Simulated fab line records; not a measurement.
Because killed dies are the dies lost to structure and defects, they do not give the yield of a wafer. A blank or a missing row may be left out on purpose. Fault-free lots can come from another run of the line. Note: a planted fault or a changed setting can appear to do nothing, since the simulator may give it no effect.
fab line records	flow sky130
record: lots: 5	wafers: 23
route steps=708 shown METAL3@560 VIA3@575 CAP2M@610 VIA4@639 METAL5@661
start_h: start of the lot's first displayed wafer, in hours after the record's first day	wait_h: time in hours since the lot's previous step	" repeats the value in the row above	L1.1+2: several wafers, shown together as one row	- either no value or no given start	* or withheld: withheld	< > ~ a bound
route shown NAME@n: a module of which the file shows steps, and the number in the route of the first	usual: average and standard deviation across the fault-free wafers	same: alike in all rows	chamber/n: place in a boat	sites: readings site by site	_std_site: their standard deviation	_edge_site: inner sites' mean taken away from outer sites' mean	radius_mm: for every site, how far away it sits from the centre of the wafer	mask NAME#n: copy n	behind: tool/chamber where the wafer was last shaped	hold: reason for holding the lot/hours on hold/outcome of the hold	device: the n, p or np transistor that did not switch	end of line: at the end of the route, the tests of the same wafers	a step without rows: its recipe alone	killed: count of dies lost to structure and defects at first sort (not the wafer's yield)	map: a wafer's dies, marking killed ones x, the rest . and places with no die _
set.NAME: the setting the step ran with; set.NAME@STEP: the setting that earlier step ran with	model.NAME: the simulator's own value behind a step, which no gauge read
lots run with intentionally changed settings; tables by step, rows by wafer
== steps ==
step: SKY_METAL3_EXPOSE_10
recipe: mask_id: MM3	na: 0.68	source_shape: annular	sigma_inner: 0.4	sigma_outer: 0.8	target_cd_nm: 300	dose_mj: 28
lot.wafer	tool	chamber	start_h	wait_h	mask	set.dose_mj
L076.2+4+5	krf_scanner-01	0	-	-	MM3#0	28
L077.1+2+6	krf_scanner-02	0	-	-	MM3#0	28
L077.4+5	"	0	"	"	MM3#0	29.72
L082.1+2	krf_scanner-02	0	-	-	MM3#0	28
L082.3+4+6	"	0	"	"	MM3#0	26.56
L083.1+2+3	krf_scanner-02	0	-	-	MM3#0	28
L083.4+6	"	0	"	"	MM3#0	29.85
L084.1+2+3	krf_scanner-02	0	-	-	MM3#0	28
L084.5+6	"	0	"	"	MM3#0	28.72
step: SKY_METAL3_PEB_11
recipe: peb_temp_c: withheld	peb_time_s: withheld	resist: KrF-thick
step: SKY_METAL3_DEVELOP_12
recipe: develop_time_s: 60	resist: KrF-thick	dev_temp_c: 21
step: SKY_METAL3_CD_MEAS_13
recipe: target_cd_nm: 300
usual: cd_nm: 300.2/1.3
lot.wafer	tool	chamber	start_h	wait_h	set.dose_mj@METAL3_EXPOSE_10	cd_nm
L076.2	cd_sem-01	-	912.52	-	28	300.7
L076.4	"	-	"	"	28	299.8
L076.5	"	-	"	"	28	300.5
L077.1	cd_sem-02	-	928.77	-	28	300.7
L077.2	"	-	"	"	28	298.2
L077.4	"	-	"	"	29.72	287.5
L077.5	"	-	"	"	29.72	288.7
L077.6	"	-	"	"	28	299.1
L082.1	cd_sem-02	-	959.27	-	28	301.2
L082.2	"	-	"	"	28	301.4
L082.3	"	-	"	"	26.56	312.1
L082.4	"	-	"	"	26.56	311.4
L082.6	"	-	"	"	26.56	310.0
L083.1	cd_sem-02	-	970.90	-	28	301.7
L083.2	"	-	"	"	28	301.4
L083.3	"	-	"	"	28	299.6
L083.4	"	-	"	"	29.85	289.4
L083.6	"	-	"	"	29.85	289.7
L084.1	cd_sem-01	-	978.47	-	28	300.3
L084.2	"	-	"	"	28	298.8
L084.3	"	-	"	"	28	299.8
L084.5	"	-	"	"	28.72	295.0
L084.6	"	-	"	"	28.72	294.8
step: SKY_METAL3_DESCUM_15
recipe: chemistry: O2	source_power_w: 150	bias_power_w: 0	pressure_mtorr: 10	temp_c: 40	time_s: 8
lot.wafer	tool	chamber	start_h	wait_h	set.dose_mj@METAL3_EXPOSE_10	model.METAL3.cd_nm
L076.2	rie_metal-02	1	912.66	0.0	28	300.2
L076.4	"	1	"	"	28	299.2
L076.5	"	1	"	"	28	299.7
L077.1	rie_metal-04	1	928.92	0.0	28	300.9
L077.2	"	0	"	"	28	298.2
L077.4	"	1	"	"	29.72	288.5
L077.5	"	0	"	"	29.72	288.7
L077.6	"	1	"	"	28	299.3
L082.1	rie_metal-04	1	959.42	0.0	28	300.8
L082.2	"	0	"	"	28	301.4
L082.3	"	1	"	"	26.56	312.2
L082.4	"	0	"	"	26.56	311.4
L082.6	"	0	"	"	26.56	309.4
L083.1	rie_metal-02	1	971.05	0.0	28	301.8
L083.2	"	1	"	"	28	300.7
L083.3	"	1	"	"	28	298.8
L083.4	"	1	"	"	29.85	289.2
L083.6	"	1	"	"	29.85	288.9
L084.1	rie_metal-02	1	978.62	0.0	28	299.1
L084.2	"	1	"	"	28	297.9
L084.3	"	1	"	"	28	299.3
L084.5	"	1	"	"	28.72	294.2
L084.6	"	1	"	"	28.72	294.5
step: SKY_METAL3_ETCH_16
recipe: chemistry: N2/H2	target: BARC	ion_energy_ev: 200	bias_w: 100	pressure_mtorr: 30	n2_flow_sccm: 100	h2_flow_sccm: 200	icp_w: 500	stop_on: SiO2	time_s: 88.2	target_depth_a: 600
lot.wafer	tool	chamber	start_h	wait_h	set.dose_mj@METAL3_EXPOSE_10	model.METAL3.cd_nm
L076.2+4	rie_metal-02	1	912.75	0.1	28	299.3
L076.5	"	1	"	"	28	299.9
L077.1	rie_metal-04	1	928.95	0.0	28	302
L077.2	"	0	"	"	28	297.4
L077.4	"	1	"	"	29.72	289.7
L077.5	"	0	"	"	29.72	287.8
L077.6	"	1	"	"	28	300.7
L082.1	rie_metal-04	1	959.45	0.0	28	302.4
L082.2	"	0	"	"	28	300.9
L082.3	"	1	"	"	26.56	312.9
L082.4	"	0	"	"	26.56	309.8
L082.6	"	0	"	"	26.56	308.5
L083.1	rie_metal-02	1	971.12	0.1	28	301.2
L083.2	"	1	"	"	28	300.5
L083.3	"	1	"	"	28	297.8
L083.4	"	1	"	"	29.85	289.2
L083.6	"	1	"	"	29.85	288.4
L084.1	rie_metal-02	1	978.69	0.1	28	297.4
L084.2	"	1	"	"	28	297.7
L084.3	"	1	"	"	28	298.2
L084.5	"	1	"	"	28.72	292.8
L084.6	"	1	"	"	28.72	294
step: SKY_VIA3_CMP_02
recipe: material: SiO2	down_force_psi: 4	platen_rpm: 60	pad_velocity_m_s: 0.94248
lot.wafer	tool	chamber	start_h	wait_h	set.leave_above_ref_nm	model.SiO2_of_VIA3_HDPCVD_00.thk_nm
L076.2+5	cmp-02	1,2	913.99	0.0	465	463.7
L076.4	"	3	"	"	465	464.1
L077.4	cmp-02	3	930.18	0.0	484.6	484.4
L077.1+2	"	0,2	"	"	465	464.1
L077.5	"	3	"	"	484.6	484.5
L077.6	"	0	"	"	484.6	482.8
L082.4	cmp-01	2	960.63	0.0	465	466.2
L082.3	"	3	"	"	496.9	495.6
L082.2	"	0	"	"	465	466.7
L082.1	"	1	"	"	496.9	497.7
L082.6	"	2	"	"	496.9	498
L083.1	cmp-01	1	972.67	0.1	477.5	482
L083.2	"	2	"	"	465	468
L083.4	"	3	"	"	465	465.7
L083.3	"	0	"	"	465	467.1
L083.6	"	1	"	"	477.5	479.6
L084.1	cmp-01	3	979.99	0.1	443.5	442.6
L084.3	"	0	"	"	443.5	443.4
L084.2	"	2	"	"	465	468.3
L084.6	"	3	"	"	465	465.1
L084.5	"	0	"	"	443.5	444.5
step: SKY_VIA3_SOFTBAKE_08
recipe: temp_c: 100	time_s: 90	resist: KrF-thick
lot.wafer	tool	chamber	start_h	wait_h	set.time_s
L076.2+4+5	litho_track-02	0	-	-	90
L077.1+4+5	litho_track-02	0	-	-	76.63
L077.2+6	"	0	"	"	90
L082.1+2+3+4+6	litho_track-01	0	-	-	90
L083.1+2+6	litho_track-02	0	-	-	90
L083.3+4	"	0	"	"	99.67
L084.1+2+6	litho_track-01	0	-	-	90
L084.3+5	"	0	"	"	97.97
step: SKY_VIA3_EXPOSE_09
recipe: mask_id: VIM3	na: 0.8	source_shape: annular	sigma_inner: 0.55	sigma_outer: 0.85	target_cd_nm: 200	dose_mj: 38
step: SKY_VIA3_PEB_10
recipe: peb_temp_c: withheld	peb_time_s: withheld	resist: KrF-thick
step: SKY_VIA3_ETCH_14
recipe: chemistry: N2/H2	target: BARC	ion_energy_ev: 200	source_w: 500	bias_w: 100	pressure_mtorr: 30	n2_flow_sccm: 100	h2_flow_sccm: 200	stop_on: SiO2	time_s: 45.9	target_depth_a: 600
step: SKY_VIA3_ETCH_15
recipe: target: SiO2	chemistry: C4F8/O2/Ar	target_depth_nm: 507	stop_on: TiN	mask_material: KrF-thick	source_w: 1500	bias_w: 1200	pressure_mtorr: 40	c4f8_flow_sccm: withheld	O2_flow_sccm: 6	Ar_flow_sccm: 300	time_s: 78
usual: oes_product_au: 0.945/0.0049
lot.wafer	tool	chamber	start_h	wait_h	set.leave_above_ref_nm@VIA3_CMP_02	oes_product_au	model.VIA3.feature_depth_nm
L076.2	rie_diel-01	3	938.82	0.0	465	0.951	463.7
L076.4	"	2	"	"	465	0.947	464.1
L076.5	"	3	"	"	465	0.952	463.7
L077.1	rie_diel-02	2	955.62	0.0	465	0.947	464.1
L077.2	"	1	"	"	465	0.942	464.1
L077.4	"	3	"	"	484.6	0.972	484.4
L077.5	"	1	"	"	484.6	0.971	484.5
L077.6	"	2	"	"	484.6	0.969	482.8
L082.1	rie_diel-04	1	984.97	0.0	496.9	0.981	497.7
L082.2	"	3	"	"	465	0.945	466.7
L082.3	"	0	"	"	496.9	0.977	495.6
L082.4	"	2	"	"	465	0.941	466.2
L082.6	"	3	"	"	496.9	0.984	496.5
L083.1	rie_diel-04	2	996.72	0.0	477.5	0.964	482
L083.2	"	1	"	"	465	0.954	468
L083.3	"	3	"	"	465	0.953	467.1
L083.4	"	0	"	"	465	0.940	465.7
L083.6	"	3	"	"	477.5	0.962	479.6
L084.1	rie_diel-04	0	1004.22	0.0	443.5	0.916	442.6
L084.2	"	1	"	"	465	0.947	468.3
L084.3	"	2	"	"	443.5	0.915	443.4
L084.5	"	3	"	"	443.5	0.916	444.5
L084.6	"	0	"	"	465	0.943	465.1
step: SKY_VIA3_SPUTTER_20
recipe: material: TiN	target_thk_nm: 20	chamber_pressure_pa: 5	power_w: 4000	time_s: 80
lot.wafer	tool	chamber	start_h	wait_h	set.chamber_pressure_pa	model.TiN_of_VIA3_SPUTTER_20.thk_nm
L076.2	pvd_sputter-04	-	939.54	0.0	5	19.79
L076.4	"	-	"	"	5	19.84
L076.5	"	-	"	"	5	19.96
L077.1	pvd_sputter-03	-	956.30	0.0	4.322	22.2
L077.2	"	-	"	"	4.322	22.27
L077.4	"	-	"	"	4.322	22.34
L077.5	"	-	"	"	4.322	22.12
L077.6	"	-	"	"	4.322	22.51
L082.1	pvd_sputter-03	-	985.68	0.0	5	19.99
L082.2	"	-	"	"	5	19.81
L082.3	"	-	"	"	5	19.8
L082.4	"	-	"	"	5	20.1
L082.6	"	-	"	"	5	19.72
L083.1	pvd_sputter-03	-	997.37	0.0	4.464	22.13
L083.2	"	-	"	"	4.464	21.87
L083.3	"	-	"	"	4.464	22.32
L083.4	"	-	"	"	4.464	22.09
L083.6	"	-	"	"	4.464	22.12
L084.1	pvd_sputter-03	-	1004.91	0.0	4.593	21.53
L084.2	"	-	"	"	4.593	21.47
L084.3	"	-	"	"	4.593	21.5
L084.5	"	-	"	"	4.593	21.52
L084.6	"	-	"	"	4.593	21.43
step: SKY_CAP2M_COAT_07
recipe: resist: NOVOLAK	spin_rpm: 3000	resist_thk_nm: 1140
lot.wafer	tool	chamber	start_h	wait_h	set.spin_rpm	model.NOVOLAK_of_CAP2M_COAT_07.thk_nm
L076.2	litho_track-03	0	952.12	0.1	3000	1143
L076.4	"	0	"	"	3000	1140
L076.5	"	0	"	"	3000	1139
L077.1+5	litho_track-01	0	969.32	0.1	3000	1144
L077.2	"	0	"	"	2804	1185
L077.4	"	0	"	"	2804	1179
L077.6	"	0	"	"	2804	1184
L082.1+2	litho_track-01	0	997.77	0.1	3000	1138
L082.3	"	0	"	"	3000	1140
L082.4+6	"	0	"	"	3000	1139
L083.1	litho_track-01	0	1010.02	0.1	3000	1143
L083.2	"	0	"	"	2825	1178
L083.3	"	0	"	"	2825	1177
L083.4	"	0	"	"	3000	1145
L083.6	"	0	"	"	3000	1144
L084.1+6	litho_track-01	0	1017.37	0.1	3000	1138
L084.2	"	0	"	"	3211	1099
L084.3	"	0	"	"	3211	1102
L084.5	"	0	"	"	3000	1140
step: SKY_CAP2M_DEVELOP_11
recipe: resist: NOVOLAK	developer: TMAH	develop_time_s: 60	dev_temp_c: 23
lot.wafer	tool	chamber	start_h	wait_h	set.develop_time_s
L076.2+4+5	litho_track-01	0	964.64	0.1	60
L077.1+2+4+5+6	litho_track-01	0	980.62	0.1	60
L082.1+6	litho_track-03	0	1009.35	0.1	67.83
L082.2+3+4	"	0	"	"	60
L083.1+4	litho_track-03	0	1021.70	0.1	66.94
L083.2+3+6	"	0	"	"	60
L084.1+5	litho_track-04	0	1028.38	0.1	51.68
L084.2+3+6	"	0	"	"	60
step: SKY_CAP2M_METAL_ETCH_13
recipe: target_depth_nm: 220	stop_on: SiO2	chemistry: Cl2/BCl3	target: TiN	pressure_mtorr: 10	icp_w: 900	bias_w: 48.5	Cl2_flow_sccm: 60	bcl3_flow_sccm: 30	time_s: 62.9
lot.wafer	tool	chamber	start_h	wait_h	set.spin_rpm@CAP2M_COAT_07	set.develop_time_s@CAP2M_DEVELOP_11	model.NOVOLAK_of_CAP2M_COAT_07.thk_nm	model.CAP2M.cd_nm
L076.2	rie_metal-01	0	964.80	0.0	3000	60	996.2	1005
L076.4	"	0	"	"	3000	60	992.7	1004
L076.5	"	0	"	"	3000	60	992.1	1005
L077.1	rie_metal-03	1	980.80	0.0	3000	60	996.6	996.1
L077.2+6	"	0	"	"	2804	60	1035	1003
L077.4	"	0	"	"	2804	60	1029	1004
L077.5	"	1	"	"	3000	60	998	996.7
L082.1	rie_metal-01	1	1009.53	0.0	3000	67.83	989.4	990.4
L082.2	"	0	"	"	3000	60	989.4	998.9
L082.3	"	0	"	"	3000	60	990.5	998.9
L082.4	"	1	"	"	3000	60	990.4	1001
L082.6	"	0	"	"	3000	67.83	990.7	985.7
L083.1	rie_metal-02	1	1021.88	0.0	3000	66.94	995.5	992.8
L083.2	"	1	"	"	2825	60	1032	1008
L083.3	"	1	"	"	2825	60	1029	1006
L083.4	"	1	"	"	3000	66.94	996.4	991.5
L083.6	"	1	"	"	3000	60	994.7	999.1
L084.1	rie_metal-02	1	1028.57	0.0	3000	51.68	988.1	1015
L084.2	"	1	"	"	3211	60	951	996.8
L084.3	"	1	"	"	3211	60	953.2	999.9
L084.5	"	1	"	"	3000	51.68	989.3	1017
L084.6	"	1	"	"	3000	60	988.5	1001
step: SKY_CAP2M_STRIP_14
recipe: chemistry: O2/N2	power_w: 1400	pressure_mtorr: 1500	platen_temp_c: withheld	o2_flow_sccm: 3000	n2_flow_sccm: 300	overash_fraction: 0.5
usual: strip_time_to_endpoint_s: 12.64/0.043
lot.wafer	tool	chamber	start_h	wait_h	set.spin_rpm@CAP2M_COAT_07	strip_time_to_endpoint_s
L076.2	plasma_asher-01	1	964.91	0.1	3000	12.68
L076.4	"	0	"	"	3000	12.64
L076.5	"	1	"	"	3000	12.65
L077.1	plasma_asher-04	0	980.88	0.1	3000	12.68
L077.2	"	1	"	"	2804	13.08
L077.4	"	1	"	"	2804	12.99
L077.5	"	0	"	"	3000	12.70
L077.6	"	1	"	"	2804	13.08
L082.1	plasma_asher-01	0	1009.61	0.1	3000	12.59
L082.2	"	1	"	"	3000	12.61
L082.3	"	1	"	"	3000	12.62
L082.4	"	0	"	"	3000	12.62
L082.6	"	0	"	"	3000	12.63
L083.1	plasma_asher-01	1	1022.04	0.1	3000	12.69
L083.2	"	0	"	"	2825	13.05
L083.3	"	1	"	"	2825	13.01
L083.4	"	0	"	"	3000	12.69
L083.6	"	0	"	"	3000	12.67
L084.1	plasma_asher-04	0	1028.73	0.1	3000	12.60
L084.2	"	1	"	"	3211	12.17
L084.3	"	0	"	"	3211	12.19
L084.5	"	1	"	"	3000	12.61
L084.6	"	0	"	"	3000	12.61
step: SKY_VIA4_HDPCVD_00
recipe: material: SiO2	target_thk_nm: 1750	sigma_open_frac: 0.3	time_s: 291.7	temp_c: 400	sih4_flow_sccm: 60	pressure_mtorr: 6
lot.wafer	tool	chamber	start_h	wait_h	set.sih4_flow_sccm	model.SiO2_of_VIA4_HDPCVD_00.thk_nm
L076.2	hdpcvd-01	1	990.14	0.0	60	1730
L076.4	"	1	"	"	60	1729
L076.5	"	2	"	"	60	1752
L077.1+2+4	hdpcvd-02	0,1,2	1005.92	0.0	60	-
L077.5	"	0	"	"	60	1757
L077.6	"	1	"	"	60	1742
L082.1	hdpcvd-02	1	1034.04	0.0	60	1759
L082.2	"	0	"	"	57.07	1691
L082.3	"	2	"	"	57.07	-
L082.4+6	"	0,2	"	"	60	-
L083.1	hdpcvd-01	1	1046.15	0.0	52.39	1513
L083.2	"	0	"	"	60	1758
L083.3	"	2	"	"	52.39	1524
L083.4	"	1	"	"	52.39	-
L083.6	"	0	"	"	60	-
L084.1	hdpcvd-02	1	1052.95	0.0	60	1738
L084.2+3	"	0,2	"	"	60	-
L084.5	"	2	"	"	60	1720
L084.6	"	1	"	"	60	1731
step: SKY_VIA4_THK_MEAS_01
recipe: reads: SiO2_of_VIA4_HDPCVD_00
usual: VIA4_HDPCVD_THK: 1750/20
lot.wafer	tool	chamber	start_h	wait_h	set.sih4_flow_sccm@VIA4_HDPCVD_00	VIA4_HDPCVD_THK[nm]
L076.2	film_metro-02	-	990.33	0.1	60	1731
L076.4	"	-	"	"	60	1728
L076.5	"	-	"	"	60	1750
L077.1	film_metro-03	-	1006.10	0.1	60	1780
L077.2	"	-	"	"	60	1756
L077.4	"	-	"	"	60	1730
L077.5	"	-	"	"	60	1756
L077.6	"	-	"	"	60	1742
L082.1	film_metro-01	-	1034.22	0.1	60	1758
L082.2	"	-	"	"	57.07	1691
L082.3	"	-	"	"	57.07	1680
L082.4	"	-	"	"	60	1768
L082.6	"	-	"	"	60	1753
L083.1	film_metro-02	-	1046.33	0.1	52.39	1514
L083.2	"	-	"	"	60	1757
L083.3	"	-	"	"	52.39	1524
L083.4	"	-	"	"	52.39	1540
L083.6	"	-	"	"	60	1767
L084.1	film_metro-02	-	1053.13	0.1	60	1738
L084.2	"	-	"	"	60	1726
L084.3	"	-	"	"	60	1725
L084.5	"	-	"	"	60	1721
L084.6	"	-	"	"	60	1729
step: SKY_VIA4_COAT_06
recipe: resist: NOVOLAK	spin_rpm: 3000	resist_thk_nm: 1140
lot.wafer	tool	chamber	start_h	wait_h	set.resist_thk_nm	model.NOVOLAK_of_VIA4_COAT_06.thk_nm
L076.2	litho_track-02	0	1002.89	0.1	1140	1137
L076.4	"	0	"	"	1140	1141
L076.5	"	0	"	"	1140	1143
L077.1	litho_track-04	0	1018.18	0.1	1140	1143
L077.2	"	0	"	"	1159	1158
L077.4	"	0	"	"	1159	1160
L077.5	"	0	"	"	1140	1138
L077.6	"	0	"	"	1140	1140
L082.1	litho_track-04	0	1045.33	0.1	1140	1137
L082.2	"	0	"	"	1192	1191
L082.3	"	0	"	"	1140	1135
L082.4	"	0	"	"	1140	1140
L082.6	"	0	"	"	1192	1194
L083.1	litho_track-04	0	1057.18	0.1	1157	1160
L083.2	"	0	"	"	1157	1161
L083.3	"	0	"	"	1140	1141
L083.4	"	0	"	"	1140	1143
L083.6	"	0	"	"	1157	1159
L084.1	litho_track-04	0	1063.78	0.1	1140	1141
L084.2	"	0	"	"	1140	1142
L084.3	"	0	"	"	1140	1135
L084.5+6	"	0	"	"	1140	1140
step: SKY_VIA4_ETCH_12
recipe: target: SiO2	chemistry: C4F8/O2/Ar	stop_on: TiN	mask_material: NOVOLAK	source_w: 1500	bias_w: 1200	pressure_mtorr: 40	c4f8_flow_sccm: withheld	O2_flow_sccm: 6	Ar_flow_sccm: 300	time_s: withheld	target_depth_a: 5800
lot.wafer	tool	chamber	start_h	wait_h	set.bias_w
L076.2+4+5	rie_diel-03	0,1,2	1014.28	0.0	1200
L077.1+2+6	rie_diel-02	3,0,3	1029.28	0.0	1200
L077.4+5	"	0,2	"	"	1342
L082.1+3	rie_diel-04	1,0	1056.03	0.0	1263
L082.2+4+6	"	2,3,2	"	"	1200
L083.1+4	rie_diel-02	1,3	1068.12	0.0	1200
L083.2+3+6	"	2,0,0	"	"	1150
L084.1+3+5	rie_diel-04	0,1,3	1074.50	0.0	1094
L084.2+6	"	3,0	"	"	1200
step: SKY_VIA4_STRIP_13
recipe: chemistry: O2/N2	power_w: 1400	pressure_mtorr: 1500	platen_temp_c: withheld	o2_flow_sccm: 3000	n2_flow_sccm: 300	overash_fraction: 0.5
usual: strip_time_to_endpoint_s: 12.80/0.033
lot.wafer	tool	chamber	start_h	wait_h	set.resist_thk_nm@VIA4_COAT_06	strip_time_to_endpoint_s
L076.2	plasma_asher-01	0	1014.36	-	1140	12.76
L076.4	"	0	"	"	1140	12.80
L076.5	"	0	"	"	1140	12.78
L077.1	plasma_asher-01	1	1029.36	-	1140	12.81
L077.2	"	0	"	"	1159	13.00
L077.4	"	1	"	"	1159	12.95
L077.5	"	1	"	"	1140	12.71
L077.6	"	0	"	"	1140	12.82
L082.1	plasma_asher-02	1	1056.11	-	1140	12.80
L082.2	"	0	"	"	1192	13.35
L082.3	"	0	"	"	1140	12.75
L082.4	"	1	"	"	1140	12.80
L082.6	"	0	"	"	1192	13.41
L083.1	plasma_asher-03	1	1068.19	-	1157	13.03
L083.2	"	0	"	"	1157	12.99
L083.3	"	1	"	"	1140	12.83
L083.4	"	0	"	"	1140	12.84
L083.6	"	0	"	"	1157	13.05
L084.1	plasma_asher-02	1	1074.58	-	1140	12.81
L084.2	"	0	"	"	1140	12.84
L084.3	"	1	"	"	1140	12.77
L084.5	"	0	"	"	1140	12.84
L084.6	"	1	"	"	1140	12.82
step: SKY_METAL5_SPUTTER_00
recipe: material: Ti	target_thk_nm: 15	power_w: 3000	time_s: 10	chamber_pressure_pa: 0.4
lot.wafer	tool	chamber	start_h	wait_h	set.time_s	model.Ti_of_METAL5_SPUTTER_00.thk_nm
L076.2	pvd_sputter-03	-	1015.90	0.1	10	15.14
L076.4	"	-	"	"	10	15.16
L076.5	"	-	"	"	10	14.95
L077.1+4	pvd_sputter-04	-	1030.67	0.1	9.024	13.4
L077.2	"	-	"	"	9.024	13.56
L077.5	"	-	"	"	10	14.9
L077.6	"	-	"	"	10	15.06
L082.1	pvd_sputter-04	-	1057.40	0.1	10	14.92
L082.2	"	-	"	"	10	15.14
L082.3	"	-	"	"	11	16.65
L082.4	"	-	"	"	11	16.57
L082.6	"	-	"	"	11	16.56
L083.1	pvd_sputter-01	-	1069.60	0.2	10	15.43
L083.2	"	-	"	"	10	15.38
L083.3	"	-	"	"	10	15.22
L083.4	"	-	"	"	9.25	14.01
L083.6	"	-	"	"	9.25	14.16
L084.1	pvd_sputter-01	-	1075.86	0.1	10	14.81
L084.2	"	-	"	"	8.903	13.39
L084.3	"	-	"	"	8.903	13.29
L084.5	"	-	"	"	10	14.95
L084.6	"	-	"	"	10	14.9
== key ==
split: step: SKY_METAL3_EXPOSE_10	setting: dose_mj	stated: 28	by: wafer
response: step: SKY_METAL3_CD_MEAS_13	reading: cd_nm	change: -1.81	per: 1%	r: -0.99
response: step: SKY_METAL3_DESCUM_15	reading: model.METAL3.cd_nm	change: -1.78	per: 1%	r: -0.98
response: step: SKY_METAL3_ETCH_16	reading: model.METAL3.cd_nm	change: -1.73	per: 1%	r: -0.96
split: step: SKY_VIA3_CMP_02	setting: leave_above_ref_nm	stated: 465	by: wafer
response: step: SKY_VIA3_CMP_02	reading: model.SiO2_of_VIA3_HDPCVD_00.thk_nm	change: +4.69	per: 1%	r: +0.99
response: step: SKY_VIA3_ETCH_15	reading: oes_product_au	change: +0.0058	per: 1%	r: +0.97
response: step: SKY_VIA3_ETCH_15	reading: model.VIA3.feature_depth_nm	change: +4.65	per: 1%	r: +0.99
split: step: SKY_VIA3_SOFTBAKE_08	setting: time_s	stated: 90	by: wafer
response none clear
split: step: SKY_VIA3_SPUTTER_20	setting: chamber_pressure_pa	stated: 5	by: lot
response: step: SKY_VIA3_SPUTTER_20	reading: model.TiN_of_VIA3_SPUTTER_20.thk_nm	change: -0.188	per: 1%	r: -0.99
split: step: SKY_CAP2M_COAT_07	setting: spin_rpm	stated: 3000	by: wafer
response: step: SKY_CAP2M_COAT_07	reading: model.NOVOLAK_of_CAP2M_COAT_07.thk_nm	change: -5.67	per: 1%	r: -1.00
response: step: SKY_CAP2M_METAL_ETCH_13	reading: model.NOVOLAK_of_CAP2M_COAT_07.thk_nm	change: -5.5	per: 1%	r: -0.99
response: step: SKY_CAP2M_STRIP_14	reading: strip_time_to_endpoint_s	change: *	per: 1%	r: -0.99
response: step: SKY_CAP2M_METAL_ETCH_13	reading: model.CAP2M.cd_nm	slope: -0.916	per: 1%	together_with: develop_time_s@CAP2M_DEVELOP_11	explained: 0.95
split: step: SKY_CAP2M_DEVELOP_11	setting: develop_time_s	stated: 60	by: wafer
response: step: SKY_CAP2M_METAL_ETCH_13	reading: model.CAP2M.cd_nm	change: -1.05	per: 1%	r: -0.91
split: step: SKY_VIA4_HDPCVD_00	setting: sih4_flow_sccm	stated: 60	by: wafer
response: step: SKY_VIA4_HDPCVD_00	reading: model.SiO2_of_VIA4_HDPCVD_00.thk_nm	change: +18.4	per: 1%	r: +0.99
response: step: SKY_VIA4_THK_MEAS_01	reading: VIA4_HDPCVD_THK	change: +18.2	per: 1%	r: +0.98
split: step: SKY_VIA4_COAT_06	setting: resist_thk_nm	stated: 1140	by: wafer
response: step: SKY_VIA4_COAT_06	reading: model.NOVOLAK_of_VIA4_COAT_06.thk_nm	change: +12	per: 1%	r: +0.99
response: step: SKY_VIA4_STRIP_13	reading: strip_time_to_endpoint_s	change: *	per: 1%	r: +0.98
split: step: SKY_VIA4_ETCH_12	setting: bias_w	stated: 1200	by: wafer
response none clear
split: step: SKY_METAL5_SPUTTER_00	setting: time_s	stated: 10	by: wafer
response: step: SKY_METAL5_SPUTTER_00	reading: model.Ti_of_METAL5_SPUTTER_00.thk_nm	change: +0.153	per: 1%	r: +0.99
